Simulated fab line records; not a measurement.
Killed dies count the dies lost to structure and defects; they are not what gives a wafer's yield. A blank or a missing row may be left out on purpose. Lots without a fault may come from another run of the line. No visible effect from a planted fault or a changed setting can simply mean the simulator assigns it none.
Which tool is to blame?    flow gf180mcu    72 wafers from 24 lots sampled at 6 of the route's 602 steps

== WHAT THE GAUGES READ, wafer by wafer ==
GF_V1_RS_MEAS_24: the measuring method here is four-point-probe. Usual: V1_W_RS gives 0.3289 ohm/sq (standard deviation 0.0025).
lot   measured      on            V1_W_RS (ohm/sq)      flag
L074  day 18 08:04  filmMetro-04  0.3242 0.3277 0.3324  
L075  day 18 15:53  filmMetro-01  0.3328 0.3339 0.3305  
L077  day 19 02:25  filmMetro-02  0.3254 0.3300 0.3262  
L076  day 19 03:13  filmMetro-04  0.3279 0.3252 0.3248  
L078  day 19 21:08  filmMetro-04  0.3263 0.3239 0.3283  
L079  day 19 22:56  filmMetro-02  0.3298 0.3309 0.3332  
L080  day 20 07:29  filmMetro-04  0.3271 0.3313 0.3278  
L081  day 20 13:29  filmMetro-04  0.3274 0.3274 0.3253  
L082  day 21 00:20  filmMetro-04  0.3305 0.3321 0.3313  
L083  day 21 16:02  filmMetro-02  0.3286 0.3330 0.3279  
L084  day 21 18:31  filmMetro-02  0.3265 0.3284 0.3259  
L085  day 21 21:01  filmMetro-02  0.3252 0.3288 0.3279  
L086  day 22 11:46  filmMetro-04  0.3297 0.3280 0.3270  
L087  day 22 21:12  filmMetro-04  0.3297 0.3309 0.3261  
L088  day 23 02:02  filmMetro-02  0.3326 0.3282 0.3306  
L089  day 23 09:34  filmMetro-04  0.3272 0.3300 0.3276  
L090  day 23 15:11  filmMetro-04  0.3282 0.3269 0.3326  
L091  day 24 06:00  filmMetro-04  0.3259 0.3268 0.3270  
L092  day 24 15:43  filmMetro-04  0.3321 0.3302 0.3324  
L093  day 24 20:47  filmMetro-02  0.3313 0.3261 0.3293  
L094  day 25 14:01  filmMetro-04  0.3301 0.3303 0.3283  
L096  day 26 00:28  filmMetro-04  0.3282 0.3293 0.3317  
L095  day 26 03:29  filmMetro-01  0.3325 0.3314 0.3292  
L097  day 26 07:59  filmMetro-01  0.3307 0.3309 0.3313  

GF_V1_THK_MEAS_25: measures by xrf. Usual: V1_W_THK gives 357 nm (standard deviation 4.6).
lot   measured      on            V1_W_THK (nm)  flag
L074  day 18 08:11  filmMetro-04  362 358 352    
L075  day 18 16:00  filmMetro-01  350 347 353    
L077  day 19 02:32  filmMetro-02  356 351 357    
L076  day 19 03:19  filmMetro-04  358 361 362    
L078  day 19 21:14  filmMetro-04  361 364 356    
L079  day 19 23:02  filmMetro-02  354 353 348    
L080  day 20 07:36  filmMetro-04  360 355 360    
L081  day 20 13:37  filmMetro-04  361 360 363    
L082  day 21 00:26  filmMetro-04  356 355 354    
L083  day 21 16:09  filmMetro-02  359 354 359    
L084  day 21 18:37  filmMetro-02  364 359 363    
L085  day 21 21:08  filmMetro-02  362 359 360    
L086  day 22 11:53  filmMetro-04  355 358 359    
L087  day 22 21:19  filmMetro-04  356 354 359    
L088  day 23 02:08  filmMetro-02  348 352 352    
L089  day 23 09:41  filmMetro-04  359 358 360    
L090  day 23 15:19  filmMetro-04  360 361 353    
L091  day 24 06:07  filmMetro-04  365 366 367    
L092  day 24 15:49  filmMetro-04  358 361 358    
L093  day 24 20:54  filmMetro-02  350 358 354    
L094  day 25 14:08  filmMetro-04  364 362 364    
L096  day 26 00:35  filmMetro-04  362 361 362    
L095  day 26 03:37  filmMetro-01  347 354 354    
L097  day 26 08:07  filmMetro-01  352 350 349    

GF_M3_THK_MEAS_06: measures by xrf. Usual: M3_ALCU_THK gives 450 nm (standard deviation 5).
lot   measured      on            M3_ALCU_THK (nm)  flag
L074  day 20 12:25  filmMetro-02  441 445 444       
L075  day 20 19:16  filmMetro-03  448 446 446       
L077  day 21 06:35  filmMetro-02  451 454 455       
L076  day 21 07:13  filmMetro-02  448 446 440       
L078  day 22 00:26  filmMetro-03  450 448 452       
L079  day 22 02:11  filmMetro-03  457 459 451       
L080  day 22 09:37  filmMetro-03  452 451 450       
L081  day 22 15:02  filmMetro-03  454 453 455       
L082  day 23 03:09  filmMetro-03  458 451 453       
L083  day 23 17:49  filmMetro-01  448 447 447       
L084  day 23 20:03  filmMetro-01  451 451 447       
L085  day 23 23:22  filmMetro-03  451 450 454       
L086  day 24 12:35  filmMetro-01  454 451 454       
L087  day 24 22:33  filmMetro-01  448 455 455       
L088  day 25 02:02  filmMetro-03  461 456 454       
L089  day 25 09:58  filmMetro-01  451 451 452       
L090  day 25 15:38  filmMetro-01  447 452 451       
L091  day 26 06:08  filmMetro-01  452 445 448       
L092  day 26 15:13  filmMetro-03  460 455 458       
L093  day 26 19:52  filmMetro-01  457 454 452       
L094  day 27 11:37  filmMetro-02  437 445 440       
L096  day 27 22:37  filmMetro-02  450 445 444       
L095  day 28 00:31  filmMetro-02  444 444 440       
L097  day 28 05:29  filmMetro-03  454 451 452       

GF_V4_THK_MEAS_03. Usual: V4_CVD_02_THK gives 850 nm (standard deviation 10).
lot   measured      on            V4_CVD_02_THK (nm)  flag
L074  day 23 13:34  filmMetro-04  850 872 869         
L075  day 23 20:40  filmMetro-03  843 856 861         
L077  day 24 07:31  filmMetro-03  857 846 867         
L076  day 24 07:46  filmMetro-03  851 840 854         
L078  day 24 23:34  filmMetro-01  844 833 856         
L079  day 25 00:38  filmMetro-03  846 849 860         
L080  day 25 08:05  filmMetro-01  845 860 859         
L081  day 25 12:32  filmMetro-01  837 871 865         
L082  day 26 01:40  filmMetro-03  841 851 853         
L083  day 26 15:33  filmMetro-01  836 834 852         
L084  day 26 17:58  filmMetro-01  847 853 848         
L085  day 26 20:34  filmMetro-03  835 836 851         
L086  day 27 09:54  filmMetro-01  850 853 866         
L087  day 27 17:53  filmMetro-04  840 848 869         
L088  day 27 22:07  filmMetro-03  844 849 848         
L089  day 28 05:29  filmMetro-04  828 843 849         
L090  day 28 09:26  filmMetro-04  849 859 866         
L091  day 28 22:48  filmMetro-01  831 846 856         
L092  day 29 06:44  filmMetro-04  851 848 854         
L093  day 29 12:46  filmMetro-03  852 854 858         
L094  day 30 02:08  filmMetro-03  836 829 840         
L096  day 30 11:44  filmMetro-04  829 835 853         
L095  day 30 13:29  filmMetro-03  850 848 858         
L097  day 30 18:54  filmMetro-04  830 829 854         

== WHAT TOOL EACH LOT RAN ON (gives the tool, then ch and the chambers of the sampled wafers, and finally the start) ==
lot   GF_V2_CVD_02                     GF_M3_SPUTTER_00
L074  pecvd-01 ch 0,1,2, day 19 09:35  pvdSputter-02, day 20 12:04
L075  pecvd-02 ch 0,2, day 19 17:17    pvdSputter-01, day 20 18:55
L077  pecvd-01 ch 0,1, day 20 04:34    pvdSputter-01, day 21 06:14
L076  pecvd-03 ch 0,1, day 20 05:05    pvdSputter-04, day 21 06:52
L078  pecvd-02 ch 0,1,2, day 20 22:59  pvdSputter-02, day 22 00:04
L079  pecvd-01 ch 0,2, day 21 00:33    pvdSputter-01, day 22 01:50
L080  pecvd-01 ch 0,1,2, day 21 09:07  pvdSputter-04, day 22 09:17
L081  pecvd-03 ch 0,1,2, day 21 14:27  pvdSputter-01, day 22 14:41
L082  pecvd-01 ch 0,1,2, day 22 02:10  pvdSputter-02, day 23 02:47
L083  pecvd-02 ch 0,1,2, day 22 16:53  pvdSputter-01, day 23 17:27
L084  pecvd-03 ch 0,1,2, day 22 19:08  pvdSputter-04, day 23 19:41
L085  pecvd-02 ch 1,2, day 22 22:12    pvdSputter-02, day 23 23:02
L086  pecvd-03 ch 1,2, day 23 12:03    pvdSputter-01, day 24 12:14
L087  pecvd-03 ch 0,1, day 23 21:26    pvdSputter-02, day 24 22:13
L088  pecvd-02 ch 1,2, day 24 01:38    pvdSputter-02, day 25 01:41
L089  pecvd-01 ch 0,1,2, day 24 09:13  pvdSputter-04, day 25 09:37
L090  pecvd-02 ch 0,1, day 24 15:17    pvdSputter-02, day 25 15:17
L091  pecvd-02 ch 0,1,2, day 25 06:08  pvdSputter-04, day 26 05:47
L092  pecvd-01 ch 0,1,2, day 25 15:24  pvdSputter-04, day 26 14:51
L093  pecvd-01 ch 0,2, day 25 20:31    pvdSputter-02, day 26 19:31
L094  pecvd-03 ch 0,1,2, day 26 12:23  pvdSputter-04, day 27 11:17
L096  pecvd-02 ch 0,1, day 26 23:07    pvdSputter-01, day 27 22:17
L095  pecvd-01 ch 0,1, day 27 02:06    pvdSputter-01, day 28 00:11
L097  pecvd-01 ch 0,2, day 27 06:40    pvdSputter-04, day 28 05:09
- GF_V2_CVD_02: deposits SiO2 from TEOS, target thk 850 nm, time 94.851 s.
- GF_M3_SPUTTER_00: material Ti, target thk 37.5 nm, time 150 s.

== AS READ BY THE TOOLS THEMSELVES (means over the sampled wafers that have a number; for cases with no such wafer, the mark the record gives instead) ==
GF_V2_CVD_02. Usual: 672 W for heaterPowerW, sd 100.
lot   tool      heaterPowerW (W)  flag
L074  pecvd-01  686               
L075  pecvd-02  796               
L077  pecvd-01  696               
L076  pecvd-03  597               
L078  pecvd-02  750               
L079  pecvd-01  729               
L080  pecvd-01  696               
L081  pecvd-03  590               
L082  pecvd-01  690               
L083  pecvd-02  720               
L084  pecvd-03  590               
L085  pecvd-02  602               
L086  pecvd-03  631               
L087  pecvd-03  624               
L088  pecvd-02  745               
L089  pecvd-01  727               
L090  pecvd-02  764               
L091  pecvd-02  704               
L092  pecvd-01  646               
L093  pecvd-01  676               
L094  pecvd-03  570               
L096  pecvd-02  821               
L095  pecvd-01  689               
L097  pecvd-01  709               

GF_M3_SPUTTER_00. Usual: 29.7 % for throttleValvePct, sd 1.5.
lot   tool           throttleValvePct (%)  flag
L074  pvdSputter-02  30.0                  
L075  pvdSputter-01  30.7                  
L077  pvdSputter-01  31.2                  
L076  pvdSputter-04  28.9                  
L078  pvdSputter-02  29.8                  
L079  pvdSputter-01  29.9                  
L080  pvdSputter-04  28.1                  
L081  pvdSputter-01  29.1                  
L082  pvdSputter-02  30.3                  
L083  pvdSputter-01  29.3                  
L084  pvdSputter-04  29.8                  
L085  pvdSputter-02  31.0                  
L086  pvdSputter-01  30.9                  
L087  pvdSputter-02  31.0                  
L088  pvdSputter-02  30.9                  
L089  pvdSputter-04  29.8                  
L090  pvdSputter-02  30.2                  
L091  pvdSputter-04  29.0                  
L092  pvdSputter-04  29.6                  
L093  pvdSputter-02  30.0                  
L094  pvdSputter-04  28.9                  
L096  pvdSputter-01  29.1                  
L095  pvdSputter-01  29.7                  
L097  pvdSputter-04  28.0                  

== THE ANSWER, worked out from the rows above alone ==
Rule: lot off if the mean of its wafers having a number is beyond 3 standard deviations from the usual mean. A lot without any number at a reading at which 4 lots or more have one is off too. All remaining lots with rows at the step are treated as sound. First the gauges in route order, then the tools' own readings, where a lot's mean is used as printed above. At the first step where some lot is off, the reading lying furthest off is the one used; lots without a number count as furthest.
No lot is off on any of the readings shown, so nothing can be concluded from this.

== WHAT THE SIMULATOR HAD INSERTED ==
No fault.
